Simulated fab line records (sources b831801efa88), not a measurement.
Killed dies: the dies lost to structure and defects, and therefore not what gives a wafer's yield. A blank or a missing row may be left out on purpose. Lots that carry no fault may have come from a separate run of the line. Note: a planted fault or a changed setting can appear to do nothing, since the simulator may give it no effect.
Check for tools in common || flow sky130 || Lots sampled 13, wafers sampled 38

== THE REASON FOR OPENING IT ==
Flagged at SKY_POLY_GATE_CD_MEAS_13: reading cd-nm, on 3 of 13 lots. No-fault wafers: 149.8 nm, standard deviation 1.2.
Rule: a lot is flagged in two cases, either no wafer of it has a number, or all its wafers with numbers fall more than 4 standard deviations from that mean. The rest of the lots are taken to be sound.

{"lot": "L539", "measured": "day 16 15:11", "on": "cd-sem-01", "cd-nm (nm), wafer by wafer": "148.7 149.9 150.4", "flag": ""}
{"lot": "L540", "measured": "day 16 20:04", "on": "cd-sem-02", "cd-nm (nm), wafer by wafer": "150.9 149.5 149.5", "flag": ""}
{"lot": "L541", "measured": "day 17 07:19", "on": "cd-sem-02", "cd-nm (nm), wafer by wafer": "149.6 149.4 149.3", "flag": ""}
{"lot": "L544", "measured": "day 18 12:52", "on": "cd-sem-01", "cd-nm (nm), wafer by wafer": "149.8 150.1 150.7", "flag": ""}
{"lot": "L545", "measured": "day 19 03:28", "on": "cd-sem-02", "cd-nm (nm), wafer by wafer": "150.8 150.6 149.9", "flag": ""}
{"lot": "L547", "measured": "day 19 21:28", "on": "cd-sem-01", "cd-nm (nm), wafer by wafer": "139.3 138.5 139.3", "flag": "FLAGGED"}
{"lot": "L549", "measured": "day 20 14:23", "on": "cd-sem-01", "cd-nm (nm), wafer by wafer": "141.0 140.1 141.6", "flag": "FLAGGED"}
{"lot": "L548", "measured": "day 20 16:22", "on": "cd-sem-01", "cd-nm (nm), wafer by wafer": "149.7 151.4 150.4", "flag": ""}
{"lot": "L551", "measured": "day 21 04:04", "on": "cd-sem-01", "cd-nm (nm), wafer by wafer": "141.4 142.0 142.1", "flag": "FLAGGED"}
{"lot": "L552", "measured": "day 21 05:36", "on": "cd-sem-02", "cd-nm (nm), wafer by wafer": "150.4 149.7 150.7", "flag": ""}
{"lot": "L556", "measured": "day 22 18:51", "on": "cd-sem-02", "cd-nm (nm), wafer by wafer": "150.5 150.6", "flag": ""}
{"lot": "L557", "measured": "day 23 04:34", "on": "cd-sem-01", "cd-nm (nm), wafer by wafer": "150.2 149.7 148.1", "flag": ""}
{"lot": "L558", "measured": "day 23 08:45", "on": "cd-sem-02", "cd-nm (nm), wafer by wafer": "149.9 150.6 151.4", "flag": ""}
The numbers of the flagged lots are 140.6 nm on average: -9.2 nm against the usual, or -8 standard deviations.

== WHICH TOOL RAN EACH LOT ==
2 process steps preceding the reading are held in the record, out of 708 steps in the route. Each cell gives the tool, then ch followed by the chambers the sampled wafers passed through, then the start.
{"lot": "L539", "flag": "", "SKY_SONOS_ONO_ETCH_15": "rie-diel-04 ch 0,1,2, day 12 21:07", "SKY_POLY_GATE_EXPOSE_10": "krf-scanner-01 ch 0, day 16 00:45"}
{"lot": "L540", "flag": "", "SKY_SONOS_ONO_ETCH_15": "rie-diel-04 ch 0,1,2, day 13 01:31", "SKY_POLY_GATE_EXPOSE_10": "krf-scanner-02 ch 0, day 16 06:29"}
{"lot": "L541", "flag": "", "SKY_SONOS_ONO_ETCH_15": "rie-diel-04 ch 1,2,3, day 13 10:02", "SKY_POLY_GATE_EXPOSE_10": "krf-scanner-01 ch 0, day 16 17:17"}
{"lot": "L544", "flag": "", "SKY_SONOS_ONO_ETCH_15": "rie-diel-01 ch 0,1,3, day 14 11:46", "SKY_POLY_GATE_EXPOSE_10": "krf-scanner-01 ch 0, day 17 22:58"}
{"lot": "L545", "flag": "", "SKY_SONOS_ONO_ETCH_15": "rie-diel-01 ch 0,1,3, day 15 01:44", "SKY_POLY_GATE_EXPOSE_10": "krf-scanner-02 ch 0, day 18 12:29"}
{"lot": "L547", "flag": "FLAGGED", "SKY_SONOS_ONO_ETCH_15": "rie-diel-03 ch 0,1,3, day 15 18:49", "SKY_POLY_GATE_EXPOSE_10": "krf-scanner-02 ch 0, day 19 06:28"}
{"lot": "L549", "flag": "FLAGGED", "SKY_SONOS_ONO_ETCH_15": "rie-diel-04 ch 0,2,3, day 16 11:28", "SKY_POLY_GATE_EXPOSE_10": "krf-scanner-02 ch 0, day 19 22:44"}
{"lot": "L548", "flag": "", "SKY_SONOS_ONO_ETCH_15": "rie-diel-03 ch 2,3, day 16 10:53", "SKY_POLY_GATE_EXPOSE_10": "krf-scanner-01 ch 0, day 20 00:48"}
{"lot": "L551", "flag": "FLAGGED", "SKY_SONOS_ONO_ETCH_15": "rie-diel-03 ch 1,2,3, day 17 01:17", "SKY_POLY_GATE_EXPOSE_10": "krf-scanner-02 ch 0, day 20 13:14"}
{"lot": "L552", "flag": "", "SKY_SONOS_ONO_ETCH_15": "rie-diel-01 ch 1,2,3, day 17 02:22", "SKY_POLY_GATE_EXPOSE_10": "krf-scanner-01 ch 0, day 20 14:38"}
{"lot": "L556", "flag": "", "SKY_SONOS_ONO_ETCH_15": "rie-diel-01 ch 1, day 18 15:37", "SKY_POLY_GATE_EXPOSE_10": "krf-scanner-01 ch 0, day 22 03:26"}
{"lot": "L557", "flag": "", "SKY_SONOS_ONO_ETCH_15": "rie-diel-04 ch 0,2,3, day 18 20:31", "SKY_POLY_GATE_EXPOSE_10": "krf-scanner-01 ch 0, day 22 13:04"}
{"lot": "L558", "flag": "", "SKY_SONOS_ONO_ETCH_15": "rie-diel-01 ch 0,2,3, day 19 05:32", "SKY_POLY_GATE_EXPOSE_10": "krf-scanner-01 ch 0, day 22 17:00"}
These steps, and what they do:
- SKY_SONOS_ONO_ETCH_15: etches the open film in CHF3/O2, target depth 19.52 nm, time 7.8 s.
- SKY_POLY_GATE_EXPOSE_10: exposes mask P1M, target cd 150 nm.
- SKY_POLY_GATE_CD_MEAS_13: target cd 150 nm.

== FLAGGED AGAINST TOTAL, ONE TOOL AT A TIME (gauges that did the reading follow at the end) ==
{"step": "SKY_SONOS_ONO_ETCH_15", "tool": "rie-diel-01", "lots run": 5, "flagged": 0, "share of the flagged lots": "none", "sound lots run after its first flagged lot": "-"}
{"step": "SKY_SONOS_ONO_ETCH_15", "tool": "rie-diel-03", "lots run": 3, "flagged": 2, "share of the flagged lots": "some", "sound lots run after its first flagged lot": "1 (L548)"}
{"step": "SKY_SONOS_ONO_ETCH_15", "tool": "rie-diel-04", "lots run": 5, "flagged": 1, "share of the flagged lots": "some", "sound lots run after its first flagged lot": "1 (L557)"}
{"step": "SKY_POLY_GATE_EXPOSE_10", "tool": "krf-scanner-01", "lots run": 8, "flagged": 0, "share of the flagged lots": "none", "sound lots run after its first flagged lot": "-"}
{"step": "SKY_POLY_GATE_EXPOSE_10", "tool": "krf-scanner-02", "lots run": 5, "flagged": 3, "share of the flagged lots": "all", "sound lots run after its first flagged lot": 0}
{"step": "SKY_POLY_GATE_CD_MEAS_13", "tool": "cd-sem-01", "lots run": 7, "flagged": 3, "share of the flagged lots": "all", "sound lots run after its first flagged lot": "2 (L548,L557)"}
{"step": "SKY_POLY_GATE_CD_MEAS_13", "tool": "cd-sem-02", "lots run": 6, "flagged": 0, "share of the flagged lots": "none", "sound lots run after its first flagged lot": "-"}

== WHAT IS ALLOWED BY THE TABLE ==
In 2 table rows, all flagged lots were run: krf-scanner-02 (SKY_POLY_GATE_EXPOSE_10), cd-sem-01 (SKY_POLY_GATE_CD_MEAS_13).
- krf-scanner-02 at SKY_POLY_GATE_EXPOSE_10: 3 of its 5 lots flagged. A fault beginning between L545 (day 18 12:29), its last sound lot, and L547 (day 19 06:28), its first flagged one, fits the data. Its own readings (exposure-dose-mJ-cm2) fall more than 4 standard deviations out on all wafers of the flagged lots.
- cd-sem-01 at SKY_POLY_GATE_CD_MEAS_13: 3 of its 7 lots flagged. Sound lots ran on it after the first flagged one (L548, L557), which a lasting fault on the whole tool wouldn't allow.
Just one tool remains: krf-scanner-02 at SKY_POLY_GATE_EXPOSE_10.

== WHAT WAS PUT IN BY THE SIMULATOR ==
Process parameters drifting: krf-scanner-02 at SKY_POLY_GATE_EXPOSE_10, beginning at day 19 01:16. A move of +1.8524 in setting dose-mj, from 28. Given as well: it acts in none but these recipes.
Struck lots among those shown: L547, L549, L551. The rule above reached the same finding.
